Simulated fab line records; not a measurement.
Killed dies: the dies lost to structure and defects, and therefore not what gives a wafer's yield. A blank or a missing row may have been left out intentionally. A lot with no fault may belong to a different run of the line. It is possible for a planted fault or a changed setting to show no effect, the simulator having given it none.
A lot that was struck, set against a sound lot :: flow sky130 :: 39 out of 708 route steps
Sound: wafers L958.2, L958.3, L958.5. Struck: wafers L969.1, L969.4 (left out: L969.2, a lot-mate that was not struck); the cause follows at the end.
Order at every step that has rows: each side's tool, ch and its chambers, its first start. Under that, the readings that differ: sound wafers :: struck wafers :: difference of the means :: sigmas: that difference in standard deviations of wafers without a fault.
alike: readings with means less than 2 such deviations apart, plus words and numbers identical on both sides. not compared: withheld readings, readings lacking a value on some wafer, bounds such as >300 that could conceal the same value, and numbers that have no deviation in the record and whose values overlap.
Wherever a step has rows on one side only, a row that says differs or no value, or a row with sigmas, the two part there. Non-overlapping numbers with no deviation appear without sigmas and do not part them. A reading that every wafer of one side lacks parts them only if that side has two wafers or more.

first, 10 steps without rows for these wafers: SKY_METAL5_SPUTTER_03 (material Ti, target thk 5 nm, time 3.3 s); SKY_METAL5_SPUTTER_04 (material TiN, target thk 70 nm, time 58.3 s); SKY_METAL5_DEHYDRATE_07 (time 60 s); SKY_METAL5_HMDS_08 (prime time 60 s); SKY_METAL5_COAT_09 (resist thk 1800 nm); SKY_METAL5_SOFTBAKE_10 (time 60 s); SKY_METAL5_EXPOSE_11 (exposes mask MM5, target cd 1600 nm); SKY_METAL5_PEB_12; SKY_METAL5_DEVELOP_13 (develop time 60 s); SKY_METAL5_DESCUM_14 (chemistry O2, time 11 s).
SKY_METAL5_METAL_ETCH_15: etches the open film in Cl2/BCl3, stops on SiO2, target depth 1260 nm, time 252 s.
  sound on rieMetal-04 ch 0,1, day 45 00:47; struck on rieMetal-04 ch 1, day 47 14:52
reading: bcl3FlowSccm (sccm)
sound: 29.88 29.99 29.93
struck: 30.14 30.13
difference: +0.20
sigmas: +2
  alike: drypumpMotorCurrentA, mfcCl2Sccm, oesProductAu, throttleValvePct
  not compared: rfHoursCounterH
then, 27 steps without rows for these wafers: SKY_METAL5_STRIP_16 (strips in O2/N2); SKY_METAL5_STRIP_17 (strips in post etch residue remover, time 1200 s); SKY_METAL5_CLEAN_18 (cleans in IPA, time 180 s); SKY_METAL5_CLEAN_19 (cleans in O3/DIW); SKY_PASSIVATION_CVD_00 (deposits SiO2, target thk 90 nm); SKY_PASSIVATION_CVD_02 (deposits Si3N4, target thk 540 nm); SKY_PASSIVATION_DEHYDRATE_04 (time 60 s); SKY_PASSIVATION_HMDS_05 (prime time 60 s); SKY_PASSIVATION_COAT_06 (resist thk 3000 nm); SKY_PASSIVATION_SOFTBAKE_07; SKY_PASSIVATION_EXPOSE_08 (exposes mask NSM, target cd 3000 nm); SKY_PASSIVATION_PEB_09; SKY_PASSIVATION_DEVELOP_10 (develop time 60 s); SKY_PASSIVATION_ETCH_11 (etches the open film in CF4/O2, stops on AlCu, target depth 725 nm, time 161.1 s); SKY_PASSIVATION_STRIP_12 (strips in O2/N2); SKY_PAD_OPEN_DEHYDRATE_00 (time 60 s); SKY_PAD_OPEN_HMDS_01 (prime time 60 s); SKY_PAD_OPEN_COAT_02 (resist thk 3000 nm); SKY_PAD_OPEN_SOFTBAKE_03; SKY_PAD_OPEN_EXPOSE_04 (exposes mask PDM, target cd 60000 nm); SKY_PAD_OPEN_PEB_05; SKY_PAD_OPEN_DEVELOP_06 (develop time 60 s); SKY_PAD_OPEN_ETCH_07 (etches the open film in CF4/O2, stops on AlCu, target depth 725 nm, time 161.1 s); SKY_PAD_OPEN_STRIP_08 (strips in O2/N2); SKY_PAD_OPEN_STRIP_09 (strips in post etch residue remover, time 1200 s); SKY_PAD_OPEN_CLEAN_10 (cleans in IPA, time 180 s); SKY_PAD_OPEN_CLEAN_11 (cleans in O3/DIW).
SKY_PAD_OPEN_PROBE_99:
  sound on prober-01 at day 46 23:57; struck on prober-01 at day 49 08:59
reading: defectLimitedYield (%)
sound: 81.5 82.7 80.5
struck: 68.7 71.5
difference: -11.5
sigmas: -6

reading: killed_at_M4_up
sound: 3 1 2
struck: 67 65
difference: +64
sigmas: +32

reading: killedDies
sound: 91 85 96
struck: 154 140
difference: +56
sigmas: +6

reading: sort_bin_3_pad_short (%)
sound: 0.8 0.6 1.0
struck: 4.1 4.9
difference: +3.7
sigmas: +8

reading: sort_bin_5_function (%)
sound: 11.2 10.2 10.4
struck: 19.9 16.9
difference: +7.8
sigmas: +5

reading: sortNPass
sound: 401 407 396
struck: 338 352
difference: -56
sigmas: -6

reading: sortYieldPct (%)
sound: 81.5 82.7 80.5
struck: 68.7 71.5
difference: -11.5
sigmas: -6

reading: model.etest.tester.sortNPass
sound: 401 407 396
struck: 338 352
difference: -56
sigmas: 

reading: model.etest.tester.sortYieldPct (%)
sound: 81.5 82.72 80.49
struck: 68.7 71.54
difference: -11.4
sigmas: 

reading: model.etest.tester.sort_bin_5_pct (%)
sound: 11.18 10.16 10.37
struck: 19.92 16.87
difference: +7.83
sigmas: 

reading: model.etest.tester.sort_bin_3_pct (%)
sound: 0.813 0.6098 1.016
struck: 4.065 4.878
difference: +3.659
sigmas: 
  alike: killed_at_M0_to_M3, killedAtContacts, killedAtFrontEnd, killedAtOther, killedOpen, killedShort, sort_bin_6_memory

WHERE THEY PART
Earliest at SKY_METAL5_METAL_ETCH_15; latest, in this record, at SKY_PAD_OPEN_PROBE_99.

WHY: the cause the simulator had injected
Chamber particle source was rieMetal-04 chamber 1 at SKY_METAL5_METAL_ETCH_15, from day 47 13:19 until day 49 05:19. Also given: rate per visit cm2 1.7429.
